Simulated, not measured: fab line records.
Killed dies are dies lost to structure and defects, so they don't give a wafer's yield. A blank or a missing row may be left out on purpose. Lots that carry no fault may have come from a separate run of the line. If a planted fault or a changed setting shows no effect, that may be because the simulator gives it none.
A struck lot beside a sound one | flow gf180mcu | 15 out of 602 route steps
Sound: the wafers L461.1, L461.3, L461.6. Wafers L472.1, L472.2, L472.6 were the ones struck. Last of all comes the cause.
For every step that has rows: the tool of each side, followed by ch and its chambers, followed by its first start. Under that, the readings that differ: sound wafers | struck wafers | difference of the means | sigmas: that difference in standard deviations of wafers without a fault.
alike: a reading whose means differ by less than 2 such deviations, as well as words and numbers matching on both sides. not compared: withheld readings; readings where some wafer has no value; bounds like >300 that might hide an equal value; numbers whose values overlap and for which the record gives no deviation.
A row with sigmas, a row that says differs or no value, or rows on one side alone: a step with any of these is where the two part. Non-overlapping numbers with no deviation appear without sigmas and do not part them. Lack of a reading on every wafer of one side parts them only where that side has two or more wafers.

first, 5 steps without rows for these wafers: GF_M5_COAT_02 (resist thk 1000 nm); GF_M5_SOFTBAKE_03 (time 60 s); GF_M5_EXPOSE_04 (exposes mask Metal5, target cd 280 nm); GF_M5_PEB_05 (peb time 90 s); GF_M5_DEVELOP_06 (develop time 60 s).
GF_M5_CD_MEAS_07: target cd 280 nm.
  sound: cd_sem-02 at day 26 12:14; struck: cd_sem-01 at day 30 01:32
  alike: cd_nm
GF_M5_OVL_MEAS_08:
  sound: overlay-01 at day 26 12:21; struck: overlay-01 at day 30 01:39
  alike: M5_OVL
GF_M5_ETCH_09: etches Si3N4 in CF4/O2, target depth 52 nm, time 11.6 s.
  sound on rie_diel-01 ch 0,2, day 26 12:23; struck on rie_diel-02 ch 0,1,3, day 30 01:41
  alike: drypump_motor_current_A, oes_product_au, throttle_valve_pct
  not compared: rf_hours_counter_h
GF_M5_METAL_ETCH_10: etches the open film in Cl2/BCl3, stops on SiO2, target depth 750.8 nm, time 125.1 s.
  sound on rie_metal-03 ch 1, day 26 12:25; struck on rie_metal-03 ch 1, day 30 01:43
  alike: drypump_motor_current_A, oes_product_au, throttle_valve_pct
  not compared: rf_hours_counter_h
GF_M5_STRIP_11: strips in O2/N2.
  sound on plasma_asher-03 ch 1, day 26 12:32; struck on plasma_asher-04 ch 0,1, day 30 01:58
  reading                     | sound       | struck      | difference | sigmas
  drypump_motor_current_A (A) | 6.3 6.3 6.3 | 5.4 4.8 4.9 | -1.3       | -2
  alike: heater_power_w, o2_flow_sccm, oes_product_au, strip_time_to_endpoint_s
  not compared: rf_hours_counter_h
then, 2 steps without rows for these wafers: GF_M5_STRIP_12 (strips in post etch residue remover, time 1200 s); GF_M5_CLEAN_13 (cleans in DIW).
GF_V5_CVD_00: deposits SiO2, target thk 300 nm, time 50 s.
  sound on hdpcvd-02 ch 0,1,2, day 26 13:04; struck on hdpcvd-02 ch 0,1,2, day 30 02:32
  reading                             | sound             | struck            | difference | sigmas
  sih4_flow_sccm (sccm)               | 60.09 60.01 59.94 | 48.06 47.93 48.04 | -12.00     | -63
  model.SiO2_of_V5_CVD_00.thk_nm (nm) | 302 303.9 303.6   | 235.2 238.2 237   | -66.4      |
GF_V5_THK_MEAS_01:
  sound: film_metro-01 at day 26 13:07; struck: film_metro-02 at day 30 02:35
  reading            | sound       | struck      | difference | sigmas
  V5_CVD_00_THK (nm) | 302 304 304 | 235 238 237 | -67        | -22
GF_V5_CVD_02: deposits SiO2 from TEOS, target thk 1450 nm, time 163.28 s.
  sound on pecvd-03 ch 1,2, day 26 13:10; struck on pecvd-04 ch 0,2, day 30 02:38
  alike: heater_power_w
  not compared: since_wet_clean_h

WHERE THEY PART
At GF_M5_STRIP_11 first; at GF_V5_THK_MEAS_01 last (within this record only). Later steps at which nothing parts them and some readings are alike: GF_V5_CVD_02.

WHY: the cause the simulator had injected
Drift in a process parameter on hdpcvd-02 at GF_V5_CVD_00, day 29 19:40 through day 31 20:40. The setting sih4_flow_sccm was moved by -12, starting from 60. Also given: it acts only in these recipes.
